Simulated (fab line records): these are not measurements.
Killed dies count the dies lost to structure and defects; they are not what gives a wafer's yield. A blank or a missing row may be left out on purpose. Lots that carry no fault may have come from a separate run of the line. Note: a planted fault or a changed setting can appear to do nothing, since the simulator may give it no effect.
fab line records    flow sky130
record lots=24  wafers=72  lastDay=50
route steps=708 shown METAL2@501 VIA3@576 METAL4@600 METAL5@664
lots that met no fault: taken from a fault-free run of the same line
startH: start of the lot's first displayed wafer, in hours after the record's first day    waitH: time in hours since the lot's previous step    " same as the row above    L1.1+2: a row that stands for several wafers    - no value present, or no start provided    * or withheld: withheld    < > ~ a bound
route shown NAME@n: names a module that has steps shown in the file, with the first one's number in the route    usual: the fault-free wafers' mean and standard deviation    same: alike in all rows    chamber/n: place in a boat    sites: readings site by site    _std_site: standard deviation across them    _edge_site: mean of outer sites minus mean of inner sites    radiusMm: how far each site lies from the wafer's centre    mask NAME#n: copy n    behind: the tool/chamber that last shaped the wafer    hold: why the lot went on hold/how many hours it stayed there/how the hold came to an end    device: which transistor (n, p or np) failed to switch    end of line: at the end of the route, the tests of the same wafers    for a step that has no rows: nothing shown but its recipe    killed: the dies lost at the first sort to structure and to defects; this is not the yield of the wafer    map: dies across one wafer; x = killed, . = not, _ = none there
set.NAME: the run value of the setting; set.NAME@STEP: its run value at that earlier step    model.NAME: the simulator's own value behind a step, which no gauge read
a sample of lots followed through the steps of the route, with each step as a table and each wafer as a row
services: from which hour (startH, from the record's first day; less than 0 if before it) a tool's chamber was out of use, for how many hours, and why
## steps
# step SKY_METAL2_ETCH_18
# recipe chemistry=N2/H2  target=BARC  ionEnergyEv=200  biasW=100  pressureMtorr=30  n2FlowSccm=100  h2FlowSccm=200  icpW=500  stopOn=SiO2  timeS=45.9  targetDepthA=600
# usual drypumpMotorCurrentA=5.6/0.63  h2FlowSccm=200.0/0.6  oesProductAu=0.854/0.0048  throttleValvePct=13.225/0.0093
lot.wafer  tool         chamber  startH  waitH  drypumpMotorCurrentA  h2FlowSccm  oesProductAu  rfHoursCounterH  throttleValvePct
L074.2     rieMetal-02  0        819.42  0.0    5.4                   199.8       0.861         14               13.223
L074.3     "            0        "       "      5.4                   199.7       0.863         -                13.221
L074.6     "            0        "       "      5.4                   199.5       0.860         -                13.235
L075.3     rieMetal-04  1        828.36  0.0    5.3                   200.4       0.851         -                13.230
L075.5     "            0        "       "      6.6                   200.1       0.849         -                13.220
L075.6     "            1        "       "      5.3                   200.8       0.856         -                13.209
L076.1     rieMetal-04  1        838.16  0.0    5.3                   200.0       0.858         7                13.217
L076.3     "            1        "       "      5.3                   200.3       0.855         -                13.228
L076.4     "            0        "       "      6.6                   199.2       0.858         -                13.223
L077.2     rieMetal-02  0        847.09  0.0    5.4                   200.6       0.860         15               13.212
L077.4     "            1        "       "      4.8                   200.7       0.855         -                13.215
L077.6     "            0        "       "      5.4                   200.6       0.855         -                13.210
L079.2     rieMetal-03  0        847.81  0.0    5.2                   198.3       0.853         8                13.236
L079.3     "            1        "       "      6.3                   201.0       0.854         -                13.230
L079.6     "            0        "       "      5.2                   198.3       0.855         -                13.214
L078.3     rieMetal-02  0        850.61  0.0    5.4                   200.6       0.863         -                13.205
L078.4     "            1        "       "      4.8                   199.5       0.855         -                13.223
L078.5     "            1        "       "      4.8                   199.6       0.855         -                13.201
L081.2     rieMetal-04  1        867.46  0.0    5.3                   199.9       0.852         8                13.221
L081.3     "            0        "       "      6.6                   200.4       0.856         -                13.223
L081.6     "            0        "       "      6.6                   199.9       0.857         -                13.226
L080.2     rieMetal-03  0        870.09  0.0    5.2                   199.3       0.854         9                13.230
L080.3     "            1        "       "      6.3                   200.0       0.858         -                13.238
L080.4     "            0        "       "      5.2                   200.0       0.854         -                13.221
L082.2     rieMetal-02  1        880.52  0.0    4.8                   200.1       0.856         15               13.206
L082.3     "            0        "       "      5.4                   198.7       0.849         -                13.211
L082.5     "            1        "       "      4.8                   200.3       0.853         -                13.228
L083.2     rieMetal-03  0        885.16  0.0    5.2                   199.9       0.853         10               13.229
L083.3     "            1        "       "      6.2                   199.8       0.857         -                13.208
L083.4     "            0        "       "      5.2                   199.6       0.852         -                13.236
L084.1     rieMetal-04  1        893.74  0.0    5.3                   200.3       0.848         9                13.231
L084.4     "            1        "       "      5.3                   199.3       0.854         -                13.243
L084.5     "            0        "       "      6.6                   200.2       0.858         -                13.231
L085.2     rieMetal-02  0        903.97  0.0    5.4                   200.0       0.858         18               13.222
L085.3     "            1        "       "      4.8                   200.0       0.858         -                13.243
L085.4     "            0        "       "      5.5                   200.0       0.853         -                13.229
L086.3     rieMetal-04  0        911.19  0.0    6.6                   200.8       0.855         -                13.230
L086.5     "            1        "       "      5.3                   200.1       0.849         -                13.228
L086.6     "            0        "       "      6.6                   200.1       0.856         -                13.233
L087.1     rieMetal-04  1        916.09  0.0    5.3                   199.3       0.859         10               13.221
L087.4     "            0        "       "      6.6                   199.3       0.856         -                13.225
L087.6     "            1        "       "      5.3                   200.1       0.856         -                13.242
L088.2     rieMetal-03  1        927.24  0.0    6.3                   201.3       0.848         15               13.228
L088.3     "            0        "       "      5.2                   200.7       0.860         -                13.210
L088.5     "            0        "       "      5.3                   200.6       0.858         -                13.238
L089.2     rieMetal-04  1        931.62  0.0    5.3                   201.2       0.859         11               13.219
L089.4     "            1        "       "      5.3                   200.4       0.861         -                13.217
L089.6     "            0        "       "      6.6                   200.1       0.857         -                13.222
L090.1     rieMetal-03  1        933.44  0.0    6.3                   199.8       0.858         16               13.203
L090.2     "            0        "       "      5.2                   200.3       0.851         12               13.233
L090.4     "            0        "       "      5.2                   199.9       0.844         -                13.229
L091.2     rieMetal-03  1        948.07  0.0    6.3                   200.7       0.865         16               13.219
L091.4     "            0        "       "      5.2                   199.8       0.856         -                13.230
L091.6     "            0        "       "      5.3                   199.7       0.851         -                13.237
L092.2     rieMetal-02  1        953.67  0.0    4.8                   200.5       0.847         19               13.230
L092.4     "            0        "       "      5.4                   200.1       0.859         -                13.238
L092.6     "            1        "       "      4.8                   200.5       0.854         -                13.223
L093.1     rieMetal-04  0        961.22  0.0    6.6                   201.2       0.857         18               13.227
L093.5     "            0        "       "      6.6                   200.3       0.866         -                13.240
L093.6     "            1        "       "      5.3                   200.6       0.858         -                13.226
L094.1     rieMetal-04  1        965.72  0.0    5.3                   200.8       0.849         13               13.217
L094.3     "            0        "       "      6.6                   199.1       0.845         -                13.226
L094.4     "            1        "       "      5.3                   200.1       0.856         -                13.226
L095.1     rieMetal-04  0        975.69  0.0    6.6                   199.7       0.854         19               13.232
L095.4     "            0        "       "      6.6                   199.1       0.848         -                13.204
L095.5     "            1        "       "      5.3                   200.5       0.849         -                13.250
L096.1     rieMetal-03  0        977.59  0.0    5.2                   199.1       0.857         15               13.231
L096.3     "            0        "       "      5.2                   200.0       0.849         -                13.241
L096.4     "            1        "       "      6.3                   199.9       0.856         -                13.212
L097.2     rieMetal-02  1        980.67  0.0    4.8                   199.6       0.849         20               13.234
L097.4     "            0        "       "      5.4                   199.6       0.859         -                13.221
L097.5     "            0        "       "      5.4                   199.9       0.854         -                13.226
# step SKY_VIA3_BOW_MEAS_03
# recipe mode=bow
# usual VIA3_BOW=78/7.5
lot.wafer  tool          chamber  startH   waitH  VIA3_BOW[um]
L074.2     filmMetro-02  -        902.35   0.1    87
L074.3     "             -        "        "      65
L074.6     "             -        "        "      79
L075.3     filmMetro-02  -        910.70   0.2    78
L075.5     "             -        "        "      72
L075.6     "             -        "        "      83
L076.1     filmMetro-02  -        920.44   0.2    86
L076.3     "             -        "        "      78
L076.4     "             -        "        "      92
L077.2     filmMetro-01  -        929.21   0.1    66
L077.4     "             -        "        "      78
L077.6     "             -        "        "      79
L079.2     filmMetro-01  -        929.54   0.2    77
L079.3     "             -        "        "      93
L079.6     "             -        "        "      77
L078.3     filmMetro-01  -        933.43   0.2    58
L078.4     "             -        "        "      72
L078.5     "             -        "        "      70
L081.2     filmMetro-02  -        948.48   0.2    78
L081.3     "             -        "        "      71
L081.6     "             -        "        "      64
L080.2     filmMetro-02  -        951.50   0.2    81
L080.3     "             -        "        "      80
L080.4     "             -        "        "      76
L082.2     filmMetro-02  -        961.30   0.1    83
L082.3     "             -        "        "      80
L082.5     "             -        "        "      83
L083.2     filmMetro-02  -        965.32   0.2    75
L083.3     "             -        "        "      72
L083.4     "             -        "        "      79
L084.1     filmMetro-01  -        974.13   0.1    88
L084.4     "             -        "        "      83
L084.5     "             -        "        "      83
L085.2     filmMetro-03  -        982.95   0.3    83
L085.3     "             -        "        "      75
L085.4     "             -        "        "      83
L086.3     filmMetro-01  -        989.92   0.3    80
L086.5     "             -        "        "      70
L086.6     "             -        "        "      65
L087.1     filmMetro-03  -        994.09   0.1    86
L087.4     "             -        "        "      82
L087.6     "             -        "        "      85
L088.2     filmMetro-01  -        1005.94  0.2    77
L088.3     "             -        "        "      94
L088.5     "             -        "        "      73
L089.2     filmMetro-01  -        1008.85  0.1    74
L089.4     "             -        "        "      68
L089.6     "             -        "        "      77
L090.1     filmMetro-01  -        1010.98  0.2    81
L090.2     "             -        "        "      81
L090.4     "             -        "        "      86
L091.2     filmMetro-02  -        1024.67  0.1    74
L091.4     "             -        "        "      87
L091.6     "             -        "        "      74
L092.2     filmMetro-02  -        1029.55  0.2    62
L092.4     "             -        "        "      70
L092.6     "             -        "        "      78
L093.1     filmMetro-01  -        1038.09  0.2    87
L093.5     "             -        "        "      85
L093.6     "             -        "        "      81
L094.1     filmMetro-03  -        1040.46  0.2    81
L094.3     "             -        "        "      82
L094.4     "             -        "        "      83
L095.1     filmMetro-03  -        1050.30  0.1    72
L095.4     "             -        "        "      81
L095.5     "             -        "        "      82
L096.1     filmMetro-02  -        1053.28  0.1    68
L096.3     "             -        "        "      70
L096.4     "             -        "        "      79
L097.2     filmMetro-01  -        1054.52  0.3    80
L097.4     "             -        "        "      83
L097.5     "             -        "        "      66
# step SKY_VIA3_ETCH_14
# recipe chemistry=N2/H2  target=BARC  ionEnergyEv=200  sourceW=500  biasW=100  pressureMtorr=30  n2FlowSccm=100  h2FlowSccm=200  stopOn=SiO2  timeS=45.9  targetDepthA=600
# usual drypumpMotorCurrentA=6.0/0.32  h2FlowSccm=200.0/0.61  oesProductAu=0.855/0.0047  throttleValvePct=13.225/0.0094
lot.wafer  tool        chamber  startH   waitH  drypumpMotorCurrentA  h2FlowSccm  oesProductAu  rfHoursCounterH  throttleValvePct
L074.2     rieDiel-01  2        927.91   0.0    6.0                   199.4       0.850         6                13.211
L074.3     "           1        "        "      5.5                   199.5       0.848         8                13.221
L074.6     "           3        "        "      6.5                   199.5       0.856         -                13.234
L075.3     rieDiel-02  1        935.96   0.0    6.3                   199.8       0.857         11               13.246
L075.5     "           3        "        "      5.9                   200.4       0.852         -                13.223
L075.6     "           0        "        "      5.8                   200.3       0.853         -                13.236
L076.1     rieDiel-01  3        945.06   0.0    6.5                   200.1       0.853         4                13.221
L076.3     "           2        "        "      6.0                   200.8       0.846         7                13.217
L076.4     "           0        "        "      5.7                   199.9       0.853         2                13.226
L077.2     rieDiel-03  2        954.03   0.0    5.9                   200.0       0.849         13               13.230
L077.4     "           3        "        "      6.2                   199.9       0.852         11               13.222
L077.6     "           0        "        "      6.4                   199.9       0.852         -                13.221
L079.2     rieDiel-01  2        954.68   0.0    6.0                   199.6       0.862         7                13.235
L079.3     "           0        "        "      5.7                   199.2       0.859         2                13.219
L079.6     "           3        "        "      6.5                   201.9       0.855         -                13.221
L078.3     rieDiel-02  3        958.48   0.0    5.9                   200.3       0.855         18               13.234
L078.4     "           2        "        "      6.0                   200.2       0.863         9                13.243
L078.5     "           1        "        "      6.3                   200.6       0.862         -                13.222
L081.2     rieDiel-02  1        972.81   0.0    6.3                   200.0       0.859         12               13.218
L081.3     "           3        "        "      5.9                   199.8       0.855         18               13.226
L081.6     "           2        "        "      6.0                   199.9       0.848         -                13.225
L080.2     rieDiel-01  3        976.61   0.0    6.5                   199.2       0.852         5                13.238
L080.3     "           1        "        "      5.4                   199.8       0.857         10               13.223
L080.4     "           2        "        "      6.1                   200.2       0.862         7                13.224
L082.2     rieDiel-01  2        985.31   0.0    6.0                   200.2       0.856         8                13.234
L082.3     "           1        "        "      5.5                   201.0       0.857         10               13.231
L082.5     "           3        "        "      6.5                   198.9       0.855         -                13.217
L083.2     rieDiel-02  2        989.39   0.0    6.0                   199.2       0.852         10               13.234
L083.3     "           3        "        "      5.9                   199.6       0.856         19               13.212
L083.4     "           1        "        "      6.3                   199.2       0.860         13               13.205
L084.1     rieDiel-02  2        998.09   0.0    6.0                   199.9       0.860         11               13.207
L084.4     "           0        "        "      5.7                   199.7       0.863         4                13.239
L084.5     "           2        "        "      6.0                   199.4       0.868         -                13.218
L085.2     rieDiel-03  3        1007.03  0.0    6.2                   200.6       0.849         13               13.218
L085.3     "           0        "        "      6.4                   200.3       0.850         25               13.225
L085.4     "           1        "        "      5.6                   199.9       0.852         17               13.213
L086.3     rieDiel-01  1        1013.79  0.0    5.5                   199.6       0.846         11               13.231
L086.5     "           1        "        "      5.5                   200.0       0.856         -                13.218
L086.6     "           3        "        "      6.5                   200.0       0.858         -                13.234
L087.1     rieDiel-03  2        1018.01  0.0    5.9                   200.5       0.853         15               13.201
L087.4     "           0        "        "      6.4                   199.6       0.841         26               13.223
L087.6     "           3        "        "      6.2                   200.1       0.859         -                13.228
L088.2     rieDiel-02  3        1029.38  0.0    5.9                   200.0       0.854         20               13.229
L088.3     "           1        "        "      6.3                   199.8       0.849         14               13.238
L088.5     "           3        "        "      5.9                   200.7       0.859         -                13.227
L089.2     rieDiel-02  3        1031.51  0.0    5.9                   200.1       0.859         20               13.208
L089.4     "           2        "        "      6.0                   199.6       0.855         12               13.223
L089.6     "           2        "        "      6.0                   200.0       0.857         -                13.215
L090.1     rieDiel-03  2        1033.54  0.0    5.9                   199.8       0.857         16               13.216
L090.2     "           0        "        "      6.4                   199.0       0.857         26               13.235
L090.4     "           3        "        "      6.2                   200.8       0.862         14               13.235
L091.2     rieDiel-02  2        1046.71  0.0    6.0                   199.1       0.859         12               13.234
L091.4     "           0        "        "      5.7                   200.0       0.855         6                13.210
L091.6     "           3        "        "      5.9                   200.2       0.855         -                13.235
L092.2     rieDiel-02  1        1052.28  0.0    6.3                   199.8       0.855         15               13.226
L092.4     "           0        "        "      5.8                   200.2       0.852         6                13.217
L092.6     "           1        "        "      6.3                   199.5       0.847         -                13.218
L093.1     rieDiel-01  2        1059.96  0.0    6.0                   200.4       0.859         10               13.217
L093.5     "           1        "        "      5.5                   199.4       0.853         -                13.217
L093.6     "           0        "        "      5.7                   199.9       0.858         -                13.232
L094.1     rieDiel-03  1        1062.66  0.0    5.6                   199.9       0.855         19               13.220
L094.3     "           0        "        "      6.4                   199.9       0.847         27               13.219
L094.4     "           2        "        "      5.9                   201.5       0.848         17               13.228
L095.1     rieDiel-01  2        1071.91  0.0    6.0                   200.9       0.847         10               13.216
L095.4     "           3        "        "      6.5                   201.1       0.857         -                13.226
L095.5     "           2        "        "      6.0                   200.0       0.848         -                13.219
L096.1     rieDiel-01  2        1074.51  0.0    6.0                   199.3       0.856         10               13.237
L096.3     "           1        "        "      5.5                   200.2       0.860         13               13.216
L096.4     "           3        "        "      6.5                   199.9       0.856         -                13.218
L097.2     rieDiel-01  2        1076.46  0.0    6.0                   199.3       0.852         10               13.233
L097.4     "           3        "        "      6.5                   199.2       0.845         -                13.228
L097.5     "           1        "        "      5.5                   199.8       0.850         -                13.225
# step SKY_METAL4_SPUTTER_02
# recipe material=AlCu  targetThkNm=735  powerW=10600  timeS=39.1  chamberPressurePa=0.4
# usual throttleValvePct=29.8/1.1
lot.wafer  tool           chamber  startH   waitH  throttleValvePct
L074.2     pvdSputter-02  -        929.31   0.0    29.6
L074.3     "              -        "        "      28.0
L074.6     "              -        "        "      28.6
L075.3     pvdSputter-04  -        937.36   0.0    30.6
L075.5     "              -        "        "      30.6
L075.6     "              -        "        "      30.2
L076.1     pvdSputter-02  -        946.50   0.0    28.2
L076.3     "              -        "        "      29.5
L076.4     "              -        "        "      29.5
L077.2     pvdSputter-01  -        955.51   0.0    28.4
L077.4     "              -        "        "      29.7
L077.6     "              -        "        "      30.0
L079.2     pvdSputter-01  -        956.21   0.0    28.4
L079.3     "              -        "        "      30.4
L079.6     "              -        "        "      29.6
L078.3     pvdSputter-02  -        959.93   0.0    28.6
L078.4     "              -        "        "      29.6
L078.5     "              -        "        "      29.9
L081.2     pvdSputter-01  -        974.21   0.0    29.9
L081.3     "              -        "        "      30.4
L081.6     "              -        "        "      29.4
L080.2     pvdSputter-01  -        978.03   0.0    29.8
L080.3     "              -        "        "      30.6
L080.4     "              -        "        "      28.5
L082.2     pvdSputter-01  -        986.83   0.0    29.9
L082.3     "              -        "        "      28.2
L082.5     "              -        "        "      29.6
L083.2     pvdSputter-04  -        990.80   0.0    30.4
L083.3     "              -        "        "      32.5
L083.4     "              -        "        "      29.6
L084.1     pvdSputter-04  -        1001.32  0.0    32.3
L084.4     "              -        "        "      30.1
L084.5     "              -        "        "      32.6
L085.2     pvdSputter-04  -        1008.45  0.0    30.5
L085.3     "              -        "        "      29.3
L085.4     "              -        "        "      32.7
L086.3     pvdSputter-04  -        1015.30  0.0    30.0
L086.5     "              -        "        "      32.5
L086.6     "              -        "        "      29.6
L087.1     pvdSputter-02  -        1019.86  0.0    28.7
L087.4     "              -        "        "      29.3
L087.6     "              -        "        "      28.6
L088.2     pvdSputter-02  -        1030.83  0.0    29.8
L088.3     "              -        "        "      29.3
L088.5     "              -        "        "      29.6
L089.2     pvdSputter-02  -        1032.92  0.0    29.3
L089.4     "              -        "        "      28.2
L089.6     "              -        "        "      28.7
L090.1     pvdSputter-04  -        1034.99  0.0    30.1
L090.2     "              -        "        "      32.5
L090.4     "              -        "        "      32.6
L091.2     pvdSputter-04  -        1048.12  0.0    29.4
L091.4     "              -        "        "      30.4
L091.6     "              -        "        "      32.5
L092.2     pvdSputter-02  -        1053.69  0.0    28.1
L092.4     "              -        "        "      29.5
L092.6     "              -        "        "      30.0
L093.1     pvdSputter-01  -        1061.36  0.0    28.4
L093.5     "              -        "        "      30.8
L093.6     "              -        "        "      29.8
L094.1     pvdSputter-01  -        1064.06  0.0    29.8
L094.3     "              -        "        "      30.6
L094.4     "              -        "        "      29.6
L095.1     pvdSputter-01  -        1073.31  0.0    30.5
L095.4     "              -        "        "      29.9
L095.5     "              -        "        "      30.0
L096.1     pvdSputter-04  -        1076.26  0.0    30.4
L096.3     "              -        "        "      29.9
L096.4     "              -        "        "      29.6
L097.2     pvdSputter-01  -        1077.86  0.0    30.2
L097.4     "              -        "        "      28.6
L097.5     "              -        "        "      30.1
# step SKY_METAL5_SPUTTER_03
# recipe material=Ti  targetThkNm=5  powerW=3000  timeS=3.3  chamberPressurePa=0.4
# usual throttleValvePct=29.6/0.9
lot.wafer  tool           chamber  startH   waitH  throttleValvePct
L074.2     pvdSputter-02  -        1005.42  0.0    29.9
L074.3     "              -        "        "      28.1
L074.6     "              -        "        "      30.0
L075.3     pvdSputter-03  -        1013.93  0.0    30.6
L075.5     "              -        "        "      29.6
L075.6     "              -        "        "      31.5
L076.1     pvdSputter-03  -        1022.05  0.0    29.6
L076.3     "              -        "        "      30.3
L076.4     "              -        "        "      29.6
L077.2     pvdSputter-01  -        1030.97  0.0    28.5
L077.4     "              -        "        "      29.7
L077.6     "              -        "        "      30.4
L079.2     pvdSputter-03  -        1031.18  0.0    31.6
L079.3     "              -        "        "      30.1
L079.6     "              -        "        "      30.4
L078.3     pvdSputter-01  -        1034.49  0.0    30.4
L078.4     "              -        "        "      30.1
L078.5     "              -        "        "      29.4
L081.2     pvdSputter-03  -        1046.46  0.0    29.7
L081.3     "              -        "        "      30.2
L081.6     "              -        "        "      29.6
L080.2     pvdSputter-03  -        1051.02  0.0    30.4
L080.3     "              -        "        "      29.7
L080.4     "              -        "        "      29.5
L082.2     pvdSputter-01  -        1059.47  0.0    30.2
L082.3     "              -        "        "      28.5
L082.5     "              -        "        "      30.5
L083.2     pvdSputter-01  -        1063.10  0.0    28.3
L083.3     "              -        "        "      30.5
L083.4     "              -        "        "      29.9
L084.1     pvdSputter-01  -        1070.92  0.0    30.5
L084.4     "              -        "        "      28.2
L084.5     "              -        "        "      28.5
L085.2     pvdSputter-03  -        1078.02  0.0    29.9
L085.3     "              -        "        "      30.1
L085.4     "              -        "        "      31.5
L086.3     pvdSputter-02  -        1084.43  0.0    27.9
L086.5     "              -        "        "      28.0
L086.6     "              -        "        "      29.4
L087.1     pvdSputter-02  -        1088.99  0.0    28.7
L087.4     "              -        "        "      28.0
L087.6     "              -        "        "      28.1
L088.2     pvdSputter-03  -        1098.44  0.0    31.7
L088.3     "              -        "        "      30.3
L088.5     "              -        "        "      29.5
L089.2     pvdSputter-02  -        1100.49  0.0    30.2
L089.4     "              -        "        "      29.4
L089.6     "              -        "        "      29.7
L090.1     pvdSputter-02  -        1103.13  0.0    29.5
L090.2     "              -        "        "      28.9
L090.4     "              -        "        "      29.8
L091.2     pvdSputter-02  -        1114.68  0.0    27.9
L091.4     "              -        "        "      28.4
L091.6     "              -        "        "      28.2
L092.2     pvdSputter-01  -        1119.96  0.0    30.4
L092.4     "              -        "        "      29.5
L092.6     "              -        "        "      29.8
L093.1     pvdSputter-01  -        1125.93  0.0    28.4
L093.5     "              -        "        "      30.0
L093.6     "              -        "        "      30.4
L094.1     pvdSputter-02  -        1128.58  0.0    28.7
L094.3     "              -        "        "      29.7
L094.4     "              -        "        "      29.4
L095.1     pvdSputter-02  -        1136.03  0.0    29.7
L095.4     "              -        "        "      28.1
L095.5     "              -        "        "      28.7
L096.1     pvdSputter-02  -        1139.68  0.0    29.6
L096.3     "              -        "        "      28.1
L096.4     "              -        "        "      29.6
L097.2     pvdSputter-02  -        1141.02  0.0    29.8
L097.4     "              -        "        "      29.8
L097.5     "              -        "        "      29.4
# step SKY_METAL5_RS_MEAS_05
# recipe thkMeasGauge=four-point-probe  reads=TiN_of_METAL5_SPUTTER_04+Ti_of_METAL5_SPUTTER_03+AlCu_of_METAL5_SPUTTER_02+TiN_of_METAL5_SPUTTER_01+Ti_of_METAL5_SPUTTER_00
# usual METAL5_ALCU_RS=0.02711/0.00024
lot.wafer  tool          chamber  startH   waitH  METAL5_ALCU_RS[ohm/sq]
L074.2     filmMetro-01  -        1005.51  0.0    0.02678
L074.3     "             -        "        "      0.02674
L074.6     "             -        "        "      0.02679
L075.3     filmMetro-01  -        1014.04  0.1    0.02721
L075.5     "             -        "        "      0.02694
L075.6     "             -        "        "      0.02708
L076.1     filmMetro-01  -        1022.11  0.0    0.02724
L076.3     "             -        "        "      0.02741
L076.4     "             -        "        "      0.02701
L077.2     filmMetro-03  -        1031.06  0.0    0.02745
L077.4     "             -        "        "      0.02751
L077.6     "             -        "        "      0.02747
L079.2     filmMetro-04  -        1031.27  0.0    0.02717
L079.3     "             -        "        "      0.02729
L079.6     "             -        "        "      0.02721
L078.3     filmMetro-04  -        1034.60  0.1    0.02698
L078.4     "             -        "        "      0.02681
L078.5     "             -        "        "      0.02705
L081.2     filmMetro-01  -        1046.55  0.0    0.02676
L081.3     "             -        "        "      0.02696
L081.6     "             -        "        "      0.02703
L080.2     filmMetro-01  -        1051.11  0.0    0.02729
L080.3     "             -        "        "      0.02726
L080.4     "             -        "        "      0.02747
L082.2     filmMetro-01  -        1059.56  0.0    0.02721
L082.3     "             -        "        "      0.02691
L082.5     "             -        "        "      0.02715
L083.2     filmMetro-03  -        1063.19  0.0    0.02724
L083.3     "             -        "        "      0.02735
L083.4     "             -        "        "      0.02716
L084.1     filmMetro-04  -        1070.99  0.0    0.02738
L084.4     "             -        "        "      0.02721
L084.5     "             -        "        "      0.02732
L085.2     filmMetro-04  -        1078.11  0.0    0.02665
L085.3     "             -        "        "      0.02681
L085.4     "             -        "        "      0.02686
L086.3     filmMetro-01  -        1084.54  0.1    0.02679
L086.5     "             -        "        "      0.0269
L086.6     "             -        "        "      0.02688
L087.1     filmMetro-04  -        1089.06  0.0    0.0269
L087.4     "             -        "        "      0.027
L087.6     "             -        "        "      0.02681
L088.2     filmMetro-01  -        1098.53  0.0    0.02719
L088.3     "             -        "        "      0.02702
L088.5     "             -        "        "      0.02716
L089.2     filmMetro-04  -        1100.58  0.0    0.02751
L089.4     "             -        "        "      0.02744
L089.6     "             -        "        "      0.02713
L090.1     filmMetro-01  -        1103.20  0.0    0.02721
L090.2     "             -        "        "      0.02702
L090.4     "             -        "        "      0.02722
L091.2     filmMetro-01  -        1114.76  0.0    0.02691
L091.4     "             -        "        "      0.02696
L091.6     "             -        "        "      0.02706
L092.2     filmMetro-01  -        1120.04  0.0    0.02753
L092.4     "             -        "        "      0.02731
L092.6     "             -        "        "      0.02712
L093.1     filmMetro-03  -        1126.00  0.0    0.02738
L093.5     "             -        "        "      0.0275
L093.6     "             -        "        "      0.02747
L094.1     filmMetro-04  -        1128.65  0.0    0.02688
L094.3     "             -        "        "      0.02713
L094.4     "             -        "        "      0.02731
L095.1     filmMetro-04  -        1136.14  0.1    0.02675
L095.4     "             -        "        "      0.02699
L095.5     "             -        "        "      0.02679
L096.1     filmMetro-03  -        1139.74  0.0    0.02726
L096.3     "             -        "        "      0.0274
L096.4     "             -        "        "      0.02742
L097.2     filmMetro-01  -        1141.10  0.0    0.02695
L097.4     "             -        "        "      0.02699
L097.5     "             -        "        "      0.02698
## services
tool           chamber  startH   hours  kind
rieDiel-02     2        796.98   5.3    repair
pvdSputter-01  -        806.28   0.7    repair
pvdSputter-04  -        816.39   3.8    repair
pvdSputter-03  -        824.07   3.8    repair
rieDiel-02     0        843.50   6.7    repair
pvdSputter-01  -        858.52   5.7    repair
pvdSputter-02  -        860.27   14.7   repair
rieMetal-02    -        871.95   1.4    pm
rieDiel-02     1        890.49   2.4    repair
rieDiel-02     -        903.60   4.4    repair
rieMetal-02    1        908.73   5.3    repair
rieMetal-02    -        911.45   2.8    pm
rieDiel-02     -        912.83   0.5    repair
rieDiel-01     0        925.69   6.9    repair
pvdSputter-01  -        948.20   2.6    repair
pvdSputter-02  -        957.48   0.6    repair
pvdSputter-02  -        979.97   1.3    repair
pvdSputter-04  -        994.29   6.0    repair
rieDiel-01     2        1008.73  6.7    repair
rieDiel-01     0        1067.73  58.6   repair
rieDiel-02     -        1068.78  0.6    repair
rieDiel-01     2        1119.11  2.4    repair
pvdSputter-01  -        1134.96  0.5    repair
rieDiel-02     0        1135.51  2.5    repair
## key
fault none
